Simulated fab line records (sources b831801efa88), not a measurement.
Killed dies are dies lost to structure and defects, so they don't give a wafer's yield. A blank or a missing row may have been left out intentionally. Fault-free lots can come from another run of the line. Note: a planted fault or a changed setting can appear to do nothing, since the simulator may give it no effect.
The tool behind it: which one? / flow gf180mcu / 13 lots with 39 wafers sampled at 4 steps, on a route of 602 steps

WHAT THE GAUGES SHOWED, per wafer
Not one reading of a measure or inspect step in the record can be checked against a usual standard deviation.

EACH LOT AND THE TOOL THAT RAN IT (in order: tool; ch and the chambers of the sampled wafers; start)
lot=L751; GF_HV_LDD_HMDS_25=litho track-03 ch 0, day 11 09:19; GF_V3_ETCH_16=rie diel-04 ch 0,1,3, day 22 14:37; GF_MIM_STRIP_20=plasma asher-04 ch 0,1, day 25 15:04; GF_M5_METAL_ETCH_10=rie metal-01 ch 1, day 26 12:09
lot=L752; GF_HV_LDD_HMDS_25=litho track-04 ch 0, day 11 15:35; GF_V3_ETCH_16=rie diel-04 ch 2,3, day 23 01:55; GF_MIM_STRIP_20=plasma asher-02 ch 0,1, day 26 00:56; GF_M5_METAL_ETCH_10=rie metal-03 ch 0,1, day 26 22:24
lot=L753; GF_HV_LDD_HMDS_25=litho track-04 ch 0, day 11 21:34; GF_V3_ETCH_16=rie diel-04 ch 1,3, day 23 06:25; GF_MIM_STRIP_20=plasma asher-02 ch 0,1, day 26 04:02; GF_M5_METAL_ETCH_10=rie metal-02 ch 0,1, day 27 01:39
lot=L754; GF_HV_LDD_HMDS_25=litho track-03 ch 0, day 12 09:18; GF_V3_ETCH_16=rie diel-03 ch 0,3, day 23 20:10; GF_MIM_STRIP_20=plasma asher-02 ch 0,1, day 26 17:32; GF_M5_METAL_ETCH_10=rie metal-01 ch 0,1, day 27 14:51
lot=L755; GF_HV_LDD_HMDS_25=litho track-04 ch 0, day 12 17:58; GF_V3_ETCH_16=rie diel-02 ch 1,3, day 24 07:22; GF_MIM_STRIP_20=plasma asher-04 ch 0,1, day 27 03:44; GF_M5_METAL_ETCH_10=rie metal-03 ch 0,1, day 28 00:32
lot=L757; GF_HV_LDD_HMDS_25=litho track-03 ch 0, day 13 12:48; GF_V3_ETCH_16=rie diel-03 ch 1,2,3, day 25 01:52; GF_MIM_STRIP_20=plasma asher-04 ch 1, day 27 20:56; GF_M5_METAL_ETCH_10=rie metal-03 ch 0, day 28 17:17
lot=L759; GF_HV_LDD_HMDS_25=litho track-03 ch 0, day 14 00:55; GF_V3_ETCH_16=rie diel-04 ch 0,1,3, day 25 15:28; GF_MIM_STRIP_20=plasma asher-03 ch 0,1, day 28 08:43; GF_M5_METAL_ETCH_10=rie metal-02 ch 0,1, day 29 04:23
lot=L761; GF_HV_LDD_HMDS_25=litho track-03 ch 0, day 14 19:22; GF_V3_ETCH_16=rie diel-02 ch 1,2,3, day 26 09:49; GF_MIM_STRIP_20=plasma asher-04 ch 0,1, day 29 02:58; GF_M5_METAL_ETCH_10=rie metal-03 ch 0,1, day 29 21:42
lot=L766; GF_HV_LDD_HMDS_25=litho track-01 ch 0, day 16 05:10; GF_V3_ETCH_16=rie diel-04 ch 0,1,3, day 27 17:16; GF_MIM_STRIP_20=plasma asher-04 ch 0,1, day 30 06:47; GF_M5_METAL_ETCH_10=rie metal-01 ch 0,1, day 31 00:47
lot=L769; GF_HV_LDD_HMDS_25=litho track-03 ch 0, day 17 07:07; GF_V3_ETCH_16=rie diel-02 ch 1,2, day 28 16:43; GF_MIM_STRIP_20=plasma asher-02 ch 0,1, day 31 05:31; GF_M5_METAL_ETCH_10=rie metal-01 ch 0,1, day 31 23:29
lot=L771; GF_HV_LDD_HMDS_25=litho track-04 ch 0, day 17 18:28; GF_V3_ETCH_16=rie diel-03 ch 0,1,2, day 29 01:07; GF_MIM_STRIP_20=plasma asher-02 ch 0,1, day 31 12:24; GF_M5_METAL_ETCH_10=rie metal-01 ch 0,1, day 32 05:14
lot=L772; GF_HV_LDD_HMDS_25=litho track-03 ch 0, day 18 02:13; GF_V3_ETCH_16=rie diel-02 ch 1,2,3, day 29 07:16; GF_MIM_STRIP_20=plasma asher-03 ch 1, day 31 17:35; GF_M5_METAL_ETCH_10=rie metal-01 ch 0,1, day 32 10:57
lot=L773; GF_HV_LDD_HMDS_25=litho track-03 ch 0, day 18 12:48; GF_V3_ETCH_16=rie diel-04 ch 1,2,3, day 29 17:25; GF_MIM_STRIP_20=plasma asher-02 ch 0,1, day 32 02:58; GF_M5_METAL_ETCH_10=rie metal-01 ch 1, day 32 19:59
- GF_HV_LDD_HMDS_25: prime time 60 s.
- GF_V3_ETCH_16: etches BARC in N2/H2.
- GF_MIM_STRIP_20: strips in O2/N2.
- GF_M5_METAL_ETCH_10: etches the open film in Cl2/BCl3, stops on SiO2, target depth 750.8 nm, time 125.1 s.

WHAT THE TOOLS THEMSELVES READ (means of the sampled wafers that have a number; where no wafer has one, the mark that the record gives instead)
GF_HV_LDD_HMDS_25.
lot=L751; tool=litho track-03; prime temp c (C)=120.00
lot=L752; tool=litho track-04; prime temp c (C)=120.00
lot=L753; tool=litho track-04; prime temp c (C)=119.98
lot=L754; tool=litho track-03; prime temp c (C)=120.02
lot=L755; tool=litho track-04; prime temp c (C)=120.07
lot=L757; tool=litho track-03; prime temp c (C)=119.93
lot=L759; tool=litho track-03; prime temp c (C)=123.89
lot=L761; tool=litho track-03; prime temp c (C)=123.88
lot=L766; tool=litho track-01; prime temp c (C)=119.99
lot=L769; tool=litho track-03; prime temp c (C)=119.96
lot=L771; tool=litho track-04; prime temp c (C)=119.72
lot=L772; tool=litho track-03; prime temp c (C)=120.05
lot=L773; tool=litho track-03; prime temp c (C)=120.17

GF_V3_ETCH_16.
lot=L751; tool=rie diel-04; drypump motor current A (A)=5.5; oes product au (a.u.)=0.857; throttle valve pct (%)=13.223
lot=L752; tool=rie diel-04; drypump motor current A (A)=6.3; oes product au (a.u.)=0.853; throttle valve pct (%)=13.231
lot=L753; tool=rie diel-04; drypump motor current A (A)=5.5; oes product au (a.u.)=0.854; throttle valve pct (%)=13.222
lot=L754; tool=rie diel-03; drypump motor current A (A)=6.1; oes product au (a.u.)=0.855; throttle valve pct (%)=13.236
lot=L755; tool=rie diel-02; drypump motor current A (A)=5.8; oes product au (a.u.)=0.851; throttle valve pct (%)=13.221
lot=L757; tool=rie diel-03; drypump motor current A (A)=5.6; oes product au (a.u.)=0.859; throttle valve pct (%)=13.226
lot=L759; tool=rie diel-04; drypump motor current A (A)=5.5; oes product au (a.u.)=0.858; throttle valve pct (%)=13.236
lot=L761; tool=rie diel-02; drypump motor current A (A)=5.8; oes product au (a.u.)=0.851; throttle valve pct (%)=13.221
lot=L766; tool=rie diel-04; drypump motor current A (A)=5.5; oes product au (a.u.)=0.854; throttle valve pct (%)=13.219
lot=L769; tool=rie diel-02; drypump motor current A (A)=5.9; oes product au (a.u.)=0.853; throttle valve pct (%)=13.216
lot=L771; tool=rie diel-03; drypump motor current A (A)=5.5; oes product au (a.u.)=0.849; throttle valve pct (%)=13.226
lot=L772; tool=rie diel-02; drypump motor current A (A)=5.7; oes product au (a.u.)=0.857; throttle valve pct (%)=13.228
lot=L773; tool=rie diel-04; drypump motor current A (A)=5.9; oes product au (a.u.)=0.853; throttle valve pct (%)=13.222

GF_MIM_STRIP_20.
lot=L751; tool=plasma asher-04; drypump motor current A (A)=5.26; heater power w (W)=319; oes product au (a.u.)=0.690; strip time to endpoint s (s)=11.23
lot=L752; tool=plasma asher-02; drypump motor current A (A)=5.52; heater power w (W)=325; oes product au (a.u.)=0.690; strip time to endpoint s (s)=11.17
lot=L753; tool=plasma asher-02; drypump motor current A (A)=5.39; heater power w (W)=338; oes product au (a.u.)=0.694; strip time to endpoint s (s)=11.22
lot=L754; tool=plasma asher-02; drypump motor current A (A)=5.38; heater power w (W)=338; oes product au (a.u.)=0.695; strip time to endpoint s (s)=11.28
lot=L755; tool=plasma asher-04; drypump motor current A (A)=5.29; heater power w (W)=314; oes product au (a.u.)=0.690; strip time to endpoint s (s)=11.22
lot=L757; tool=plasma asher-04; drypump motor current A (A)=5.23; heater power w (W)=316; oes product au (a.u.)=0.687; strip time to endpoint s (s)=11.20
lot=L759; tool=plasma asher-03; drypump motor current A (A)=5.83; heater power w (W)=355; oes product au (a.u.)=0.692; strip time to endpoint s (s)=11.18
lot=L761; tool=plasma asher-04; drypump motor current A (A)=5.28; heater power w (W)=310; oes product au (a.u.)=0.688; strip time to endpoint s (s)=11.25
lot=L766; tool=plasma asher-04; drypump motor current A (A)=5.28; heater power w (W)=312; oes product au (a.u.)=0.692; strip time to endpoint s (s)=11.22
lot=L769; tool=plasma asher-02; drypump motor current A (A)=5.51; heater power w (W)=323; oes product au (a.u.)=0.693; strip time to endpoint s (s)=11.22
lot=L771; tool=plasma asher-02; drypump motor current A (A)=5.38; heater power w (W)=342; oes product au (a.u.)=0.692; strip time to endpoint s (s)=11.15
lot=L772; tool=plasma asher-03; drypump motor current A (A)=5.96; heater power w (W)=369; oes product au (a.u.)=0.690; strip time to endpoint s (s)=11.16
lot=L773; tool=plasma asher-02; drypump motor current A (A)=5.50; heater power w (W)=323; oes product au (a.u.)=0.691; strip time to endpoint s (s)=11.23

GF_M5_METAL_ETCH_10.
lot=L751; tool=rie metal-01; drypump motor current A (A)=6.0; oes product au (a.u.)=0.988; throttle valve pct (%)=28.239
lot=L752; tool=rie metal-03; drypump motor current A (A)=6.2; oes product au (a.u.)=0.994; throttle valve pct (%)=28.222
lot=L753; tool=rie metal-02; drypump motor current A (A)=5.8; oes product au (a.u.)=0.993; throttle valve pct (%)=28.230
lot=L754; tool=rie metal-01; drypump motor current A (A)=5.8; oes product au (a.u.)=0.992; throttle valve pct (%)=28.228
lot=L755; tool=rie metal-03; drypump motor current A (A)=5.5; oes product au (a.u.)=0.988; throttle valve pct (%)=28.224
lot=L757; tool=rie metal-03; drypump motor current A (A)=4.9; oes product au (a.u.)=0.994; throttle valve pct (%)=28.233
lot=L759; tool=rie metal-02; drypump motor current A (A)=5.8; oes product au (a.u.)=0.997; throttle valve pct (%)=28.232
lot=L761; tool=rie metal-03; drypump motor current A (A)=6.1; oes product au (a.u.)=0.992; throttle valve pct (%)=28.228
lot=L766; tool=rie metal-01; drypump motor current A (A)=5.7; oes product au (a.u.)=0.993; throttle valve pct (%)=28.231
lot=L769; tool=rie metal-01; drypump motor current A (A)=5.7; oes product au (a.u.)=0.990; throttle valve pct (%)=28.224
lot=L771; tool=rie metal-01; drypump motor current A (A)=5.7; oes product au (a.u.)=0.992; throttle valve pct (%)=28.222
lot=L772; tool=rie metal-01; drypump motor current A (A)=5.8; oes product au (a.u.)=0.996; throttle valve pct (%)=28.224
lot=L773; tool=rie metal-01; drypump motor current A (A)=6.0; oes product au (a.u.)=0.995; throttle valve pct (%)=28.230

THE ANSWER, worked out from the rows above alone
Rule: what is usual is taken from the lots themselves. The widest of any qualifying gaps counts: lots, ordered by their means at a reading, are off when they make up no more than a third of the lots, leave a main group of 4 or more, and stand apart from it by 3 or more times the standard deviation of that group's means. Not used: any main group whose means are identical at the precision the tables above print for the reading. A lot without any number at a reading at which 4 lots or more have one is off too. Any other lot the step has rows for is counted as sound. The gauges are gone through in route order, then the tools' own readings, and for those a lot's mean is taken as printed above. At the first step where some lot is off, the reading lying furthest off is the one used; lots without a number count as furthest.
Off: L759, L761 (GF_HV_LDD_HMDS_25, prime temp c). Main group: mean 119.99 C, sd 0.1.
A tool fits if, at that step or a process step before it, it ran every lot that is off, and no sound lot after the first of them. Of those tried, none fits.

WHAT WAS PUT IN BY THE SIMULATOR
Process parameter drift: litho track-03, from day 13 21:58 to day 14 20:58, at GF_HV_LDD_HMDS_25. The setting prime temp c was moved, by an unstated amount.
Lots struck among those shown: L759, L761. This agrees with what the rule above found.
